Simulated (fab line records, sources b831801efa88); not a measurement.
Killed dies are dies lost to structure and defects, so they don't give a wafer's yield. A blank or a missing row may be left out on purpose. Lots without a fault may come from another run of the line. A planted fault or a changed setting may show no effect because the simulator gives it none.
fab line records | flow sky130
record lots=13 wafers=37 last_day=50
route steps=708 shown SONOS_ONO@173 GATE_OXIDE@197 POLY_GATE@231 PAD_OPEN@708
lots that met no fault: from a run of the same line without faults
start_h: hours from the record's first day to the start of the lot's first wafer shown | wait_h: hours since the lot's step before | " the same as in the row above | L1.1+2: a row that stands for several wafers | - no value, or no start given | * or withheld: withheld | < > ~ a bound
route shown NAME@n: a module of which the file shows steps, and the number in the route of the first | usual: mean/standard deviation of fault-free wafers | same: alike in all rows | chamber/n: place in a boat | sites: the reading at each site | _std_site: their standard deviation | _edge_site: outer sites' mean less inner sites' | radius_mm: how far each site lies from the wafer's centre | mask NAME#n: copy n | behind: the tool/chamber that last shaped the wafer | hold: why the lot was held/for how many hours/how that ended | device: the transistor (n, p or np) that didn't switch | end of line: the same wafers' tests at the end of the route | a step without rows: its recipe alone | killed: dies lost to structure and defects at the first sort, not the wafer's yield | map: a wafer's dies, x killed, . not, _ none there
set.NAME: the setting as run; set.NAME@STEP: as run at that earlier step | model.NAME: the simulator's own value behind a step, which no gauge read
steps of the route over a sample of lots; a table a step, a row a wafer
services: from which hour (start_h, from the record's first day; less than 0 if before it) a tool's chamber was out of use, for how many hours, and why
## steps
# step SKY_SONOS_ONO_THK_MEAS_05
# recipe reads=SiO2_of_SONOS_ONO_CVD_04
# usual SONOS_ONO_CVD_04_THK=5.72/0.12
# columns lot.wafer tool chamber start_h wait_h SONOS_ONO_CVD_04_THK[nm]
L979.1 film_metro-02 - 272.04 0.0 5.93
L979.3 " - " " 6.10
L979.5 " - " " 5.91
L981.1 film_metro-01 - 290.53 0.0 5.62
L981.2 " - " " 5.54
L981.6 " - " " 5.62
L982.1 film_metro-03 - 293.36 0.0 5.56
L982.2 " - " " 5.63
L983.4 film_metro-02 - 304.80 0.0 5.65
L983.6 " - " " 5.56
L991.3 film_metro-02 - 364.39 0.0 5.70
L991.4 " - " " 5.56
L991.6 " - " " 5.61
L992.3 film_metro-02 - 366.67 0.0 5.71
L992.4 " - " " 5.63
L992.6 " - " " 5.62
L993.1 film_metro-01 - 374.27 0.0 5.81
L993.3 " - " " 5.85
L993.5 " - " " 5.78
L995.1 film_metro-02 - 395.84 0.0 5.76
L995.5 " - " " 5.75
L995.6 " - " " 5.87
L996.2 film_metro-03 - 395.85 0.0 5.78
L996.3 " - " " 5.86
L996.5 " - " " 5.91
L997.4 film_metro-01 - 407.76 0.0 5.71
L997.5 " - " " 5.69
L997.6 " - " " 5.68
L998.1 film_metro-01 - 416.50 0.0 5.82
L998.5 " - " " 5.75
L998.6 " - " " 5.86
L999.2 film_metro-02 - 426.02 0.0 5.63
L999.4 " - " " 5.62
L999.5 " - " " 5.58
L101.1 film_metro-01 - 439.00 0.0 5.66
L101.4 " - " " 5.59
L101.6 " - " " 5.76
# step SKY_SONOS_ONO_CD_MEAS_13
# recipe target_cd_nm=410
# usual cd_nm=409.5/2.2
# columns lot.wafer tool chamber start_h wait_h cd_nm
L979.1 cd_sem-02 - 296.64 0.1 410.5
L979.3 " - " " 411.2
L979.5 " - " " 411.1
L981.1 cd_sem-01 - 315.64 0.1 408.8
L981.2 " - " " 409.0
L981.6 " - " " 409.5
L982.1 cd_sem-01 - 318.84 0.1 412.4
L982.2 " - " " 411.2
L983.4 cd_sem-02 - 330.55 0.1 405.8
L983.6 " - " " 406.8
L991.3 cd_sem-02 - 392.49 0.1 406.9
L991.4 " - " " 406.5
L991.6 " - " " 409.3
L992.3 cd_sem-01 - 395.64 0.1 410.3
L992.4 " - " " 411.3
L992.6 " - " " 410.0
L993.1 cd_sem-01 - 403.05 0.1 408.0
L993.3 " - " " 407.6
L993.5 " - " " 409.7
L996.2 cd_sem-01 - 425.41 0.1 408.2
L996.3 " - " " 407.6
L996.5 " - " " 405.5
L995.1 cd_sem-02 - 425.59 0.1 408.9
L995.5 " - " " 410.9
L995.6 " - " " 408.3
L997.4 cd_sem-01 - 437.56 0.1 410.5
L997.5 " - " " 411.6
L997.6 " - " " 410.5
L998.1 cd_sem-01 - 447.30 0.1 406.0
L998.5 " - " " 407.5
L998.6 " - " " 407.7
L999.2 cd_sem-02 - 456.81 0.1 405.9
L999.4 " - " " 406.5
L999.5 " - " " 406.9
L101.1 cd_sem-02 - 469.80 0.1 405.6
L101.4 " - " " 408.1
L101.6 " - " " 406.8
# step SKY_GATE_OXIDE_OVL_MEAS_10
# usual GATE_OXIDE_OVL=-1.0/1.6
# columns lot.wafer tool chamber start_h wait_h GATE_OXIDE_OVL[nm]
L979.1 overlay-01 - 326.89 0.1 -1.7
L979.3 " - " " -2.6
L979.5 " - " " -2.7
L981.1 overlay-02 - 343.94 0.1 -0.6
L981.2 " - " " 0.5
L981.6 " - " " 0.1
L982.1 overlay-02 - 346.59 0.1 0.9
L982.2 " - " " 1.8
L983.4 overlay-02 - 360.11 0.1 -1.9
L983.6 " - " " -1.5
L991.3 overlay-01 - 423.87 0.1 2.1
L991.4 " - " " 0.8
L991.6 " - " " 0.9
L992.3 overlay-02 - 429.15 0.1 0.5
L992.4 " - " " -0.5
L992.6 " - " " 0.2
L993.1 overlay-02 - 435.26 0.1 0.0
L993.3 " - " " -1.3
L993.5 " - " " -1.8
L995.1 overlay-02 - 460.11 0.1 -1.9
L995.5 " - " " 0.2
L995.6 " - " " -1.1
L996.2 overlay-01 - 460.70 0.1 2.0
L996.3 " - " " 1.3
L996.5 " - " " -0.2
L997.4 overlay-01 - 471.76 0.1 -2.7
L997.5 " - " " -2.3
L997.6 " - " " -4.7
L998.1 overlay-01 - 479.91 0.1 -1.9
L998.5 " - " " -2.5
L998.6 " - " " -2.0
L999.2 overlay-02 - 489.56 0.1 -0.8
L999.4 " - " " -1.0
L999.5 " - " " -1.6
L101.1 overlay-02 - 504.29 0.1 0.4
L101.4 " - " " 1.0
L101.6 " - " " 1.6
# step SKY_POLY_GATE_ETCH_17
# recipe target_depth_nm=180 stop_on=SiO2 over_etch_frac=0.56667 chemistry=HBr/Cl2 target=poly-Si icp_w=400 bias_w=100 pressure_mtorr=10 HBr_flow_sccm=150 Cl2_flow_sccm=50 time_s=70.5
# usual bias_w=100.0/0.33 drypump_motor_current_A=6.0/0.33 oes_product_au=0.985/0.0082 throttle_valve_pct=33.684/0.009
# columns lot.wafer tool chamber start_h wait_h bias_w drypump_motor_current_A oes_product_au rf_hours_counter_h throttle_valve_pct
L979.1 rie_si-01 0 386.83 0.0 100.1 6.2 0.990 15 33.672
L979.3 " 2 " " 99.9 6.4 0.983 2 33.677
L979.5 " 1 " " 100.3 5.9 0.979 - 33.671
L981.1 rie_si-01 2 406.53 0.0 100.0 6.4 0.991 2 33.695
L981.2 " 0 " " 100.1 6.2 0.978 15 33.694
L981.6 " 0 " " 99.7 6.2 0.997 - 33.672
L982.1 rie_si-01 2 410.73 0.0 99.8 6.4 0.998 2 33.695
L982.2 " 0 " " 100.1 6.2 0.986 15 33.670
L983.4 rie_si-01 1 426.08 0.0 99.9 5.9 0.970 2 33.675
L983.6 " 2 " " 100.1 6.3 0.977 - 33.691
L991.3 rie_si-01 2 491.83 0.0 100.0 6.4 0.996 3 33.668
L991.4 " 3 " " 100.1 6.2 0.992 2 33.677
L991.6 " 0 " " 100.7 6.2 0.995 - 33.681
L992.3 rie_si-02 1 496.83 0.0 100.4 6.0 0.971 5 33.684
L992.4 " 0 " " 100.2 5.4 0.987 28 33.703
L992.6 " 2 " " 99.9 6.5 0.982 - 33.679
L993.1 rie_si-01 0 502.23 0.0 99.9 6.2 0.973 16 33.673
L993.3 " 2 " " 99.9 6.4 0.982 3 33.684
L993.5 " 1 " " 100.7 5.9 0.974 - 33.684
L995.1 rie_si-01 1 527.63 0.0 99.2 5.9 0.978 2 33.680
L995.5 " 1 " " 99.8 5.9 0.970 - 33.685
L995.6 " 0 " " 99.9 6.2 0.993 - 33.677
L996.2 rie_si-02 2 528.58 0.0 100.0 6.5 0.984 39 33.682
L996.3 " 1 " " 100.1 5.9 0.980 5 33.689
L996.5 " 0 " " 100.8 5.4 0.989 - 33.696
L997.4 rie_si-01 1 541.18 0.0 100.2 5.9 0.979 2 33.672
L997.5 " 0 " " 99.9 6.2 0.987 - 33.689
L997.6 " 3 " " 100.4 6.2 0.999 - 33.672
L998.1 rie_si-02 0 546.63 0.0 99.3 5.4 0.978 28 33.686
L998.5 " 0 " " 100.0 5.3 0.986 - 33.675
L998.6 " 1 " " 99.1 6.0 0.973 - 33.694
L999.2 rie_si-01 1 555.73 0.0 99.9 5.9 0.981 2 33.681
L999.4 " 0 " " 100.6 6.2 0.982 16 33.688
L999.5 " 1 " " 99.8 5.9 0.985 - 33.663
L101.1 rie_si-01 0 570.68 0.0 99.9 6.2 0.992 16 33.691
L101.4 " 2 " " 99.9 6.4 0.991 3 33.677
L101.6 " 3 " " 99.9 6.2 0.980 - 33.685
# step SKY_POLY_GATE_STRIP_18
# recipe chemistry=O2/N2 power_w=1400 pressure_mtorr=1500 platen_temp_c=withheld o2_flow_sccm=3000 n2_flow_sccm=300 overash_fraction=0.5
# usual drypump_motor_current_A=5.47/0.15 oes_product_au=0.361/0.0052 strip_time_to_endpoint_s=3.17/0.042
# columns lot.wafer tool chamber start_h wait_h drypump_motor_current_A oes_product_au rf_hours_counter_h strip_time_to_endpoint_s
L979.1 plasma_asher-01 0 386.89 0.0 5.53 0.361 27 3.12
L979.3 " 0 " " 5.54 0.364 - 3.20
L979.5 " 0 " " 5.54 0.361 - 3.23
L981.1 plasma_asher-01 0 406.59 0.0 5.52 0.350 29 2.81
L981.2 " 1 " " 5.45 0.359 29 3.14
L981.6 " 0 " " 5.52 0.344 - 2.74
L982.1 plasma_asher-01 0 410.79 0.0 5.52 0.339 30 2.74
L982.2 " 1 " " 5.42 0.356 30 3.20
L983.4 plasma_asher-01 0 426.17 0.1 5.50 0.352 - 3.14
L983.6 " 0 " " 5.52 0.346 - 2.72
L991.3 plasma_asher-03 0 491.92 0.1 5.31 0.365 - 3.25
L991.4 " 1 " " 5.70 0.353 - 3.19
L991.6 " 0 " " 5.31 0.365 - 3.19
L992.3 plasma_asher-03 1 496.92 0.1 5.68 0.355 - 3.26
L992.4 " 0 " " 5.27 0.355 - 3.16
L992.6 " 0 " " 5.27 0.368 - 3.18
L993.1 plasma_asher-01 1 502.28 0.0 5.44 0.364 40 3.15
L993.3 " 1 " " 5.44 0.371 - 3.22
L993.5 " 1 " " 5.45 0.367 - 3.21
L995.1 plasma_asher-04 0 527.68 0.0 5.10 0.360 66 3.16
L995.5 " 1 " " 5.68 0.357 - 3.20
L995.6 " 0 " " 5.10 0.364 - 3.22
L996.2 plasma_asher-01 1 528.63 0.0 5.41 0.358 42 3.13
L996.3 " 0 " " 5.50 0.369 - 3.27
L996.5 " 1 " " 5.43 0.358 - 3.18
L997.4 plasma_asher-03 1 541.27 0.1 5.70 0.356 - 3.16
L997.5 " 0 " " 5.29 0.354 - 3.13
L997.6 " 1 " " 5.71 0.363 - 3.20
L998.1 plasma_asher-01 0 546.69 0.0 5.52 0.360 44 3.17
L998.5 " 0 " " 5.52 0.355 - 3.16
L998.6 " 1 " " 5.41 0.360 - 3.23
L999.2 plasma_asher-01 1 555.79 0.0 5.44 0.364 45 3.16
L999.4 " 0 " " 5.53 0.363 - 3.15
L999.5 " 1 " " 5.44 0.370 - 3.20
L101.1 plasma_asher-03 0 570.74 0.0 5.28 0.357 15 3.15
L101.4 " 1 " " 5.68 0.366 - 3.14
L101.6 " 1 " " 5.70 0.357 - 3.14
# step SKY_PAD_OPEN_PROBE_99
# usual killed_at_M0_to_M3=45/6.9 killed_at_M4_up=3.1/1.7 killed_at_contacts=24/5.7 killed_at_front_end=15/4.6 killed_at_other=0.3/0.57 killed_dies=87/10 killed_open=48/7.4 killed_short=39/6.7
# same gross_dies=492 killed_at_back_side=0
# columns lot.wafer tool chamber start_h wait_h killed_at_M0_to_M3 killed_at_M4_up killed_at_contacts killed_at_front_end killed_at_other killed_dies killed_open killed_short
L982.1 prober-02 - 1108.96 0.1 37 3 22 12 0 74 36 38
L983.4 prober-01 - 1115.51 0.2 51 1 29 16 0 97 54 43
L983.6 prober-01 - 1115.61 0.2 38 3 26 21 0 88 47 41
L991.3 prober-01 - 1155.75 0.2 44 6 25 13 1 89 47 42
L991.4 prober-01 - 1155.80 0.2 40 1 27 26 0 94 54 40
L991.6 prober-01 - 1155.90 0.2 37 2 20 10 0 69 47 22
# killed by level:class
L982.1 CONTACT:geometric_particle:open=9 LI_CONTACT:geometric_particle:open=8 VIA1:geometric_particle:open=7 METAL2:geometric_particle:short=6 METAL3:geometric_particle:short=5 FIELD_ISO:geometric_particle:short=4 LI_CONTACT:geometric_particle:short=4 VIA2:geometric_particle:short=4
L983.4 VIA1:geometric_particle:open=19 VIA1:geometric_particle:short=9 LI_CONTACT:geometric_particle:open=8 CONTACT:geometric_particle:short=7 POLY_GATE:geometric_particle:short=6 POLY_GATE:geometric_particle:open=6 CONTACT:geometric_particle:open=6 METAL2:geometric_particle:short=6
L983.6 CONTACT:geometric_particle:short=9 VIA1:geometric_particle:open=8 VIA3:geometric_particle:open=8 LI_CONTACT:geometric_particle:open=6 POLY_GATE:geometric_particle:short=5 SPACER:geometric_particle:open=5 CONTACT:geometric_particle:open=5 VIA1:geometric_particle:short=5
L991.3 VIA1:geometric_particle:open=11 CONTACT:geometric_particle:open=9 LOCAL_INTERCONNECT:geometric_particle:short=7 VIA3:geometric_particle:open=7 CONTACT:geometric_particle:short=6 METAL2:geometric_particle:short=6 FIELD_ISO:geometric_particle:open=5 METAL4:geometric_particle:short=5
L991.4 CONTACT:geometric_particle:open=13 FIELD_ISO:geometric_particle:short=8 VIA1:geometric_particle:open=8 VIA2:geometric_particle:open=8 FIELD_ISO:geometric_particle:open=7 VIA1:geometric_particle:short=6 POLY_GATE:geometric_particle:short=5 LI_CONTACT:geometric_particle:open=5
L991.6 CONTACT:geometric_particle:open=10 VIA1:geometric_particle:open=10 VIA2:geometric_particle:open=7 LI_CONTACT:geometric_particle:open=5 VIA1:geometric_particle:short=5 VIA3:geometric_particle:open=5 METAL3:geometric_particle:short=3 LOCAL_INTERCONNECT:geometric_particle:short=3
## services
# columns tool chamber start_h hours kind
rie_si-01 - 371.63 14.6 pm
rie_si-01 2 390.62 2.9 repair
plasma_asher-04 - 393.46 4.5 repair
plasma_asher-03 - 421.25 9.0 pm
plasma_asher-03 0 421.25 9.0 vent_cycle
plasma_asher-03 1 421.25 9.0 vent_cycle
plasma_asher-03 0 430.25 - clean
plasma_asher-03 1 430.25 - clean
plasma_asher-04 - 459.72 28.1 pm
plasma_asher-01 - 487.32 1.2 repair
rie_si-02 2 569.43 - clean
rie_si-02 2 569.43 19.7 scheduled_down
rie_si-02 2 569.43 19.7 vent_cycle
## key
first_sign step=SKY_POLY_GATE_STRIP_18 reading=strip_time_to_endpoint_s direction=down sigmas=10 usual=* struck=*
effect step=SKY_POLY_GATE_STRIP_18 reading=oes_product_au direction=down sigmas=3.1 usual=0.361 struck=0.345
met_at SKY_POLY_GATE_ETCH_17
struck_lots L981,L982,L983
struck_wafers L981.1,L981.6,L982.1,L983.6
tester_left_out L981,L982,L983
not_acting_at SKY_SONOS_ONO_THK_MEAS_05,SKY_SONOS_ONO_CD_MEAS_13,SKY_GATE_OXIDE_OVL_MEAS_10
onset_between 386.83 406.53
fault kind=process_parameter_drift tool=rie_si-01 chamber=- onset_h=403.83 steps=SKY_POLY_GATE_ETCH_17 channel=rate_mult offset=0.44 shape=step end_h=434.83 scope=struck_wafers_only
# tester_left_out: of these lots the tester's yield and bins aren't shown, on N5 and GAA mostly nor the transistor test; their killed dies are dies lost to structure and defects alone, not to doping, threshold or leakage, so they don't give the yield
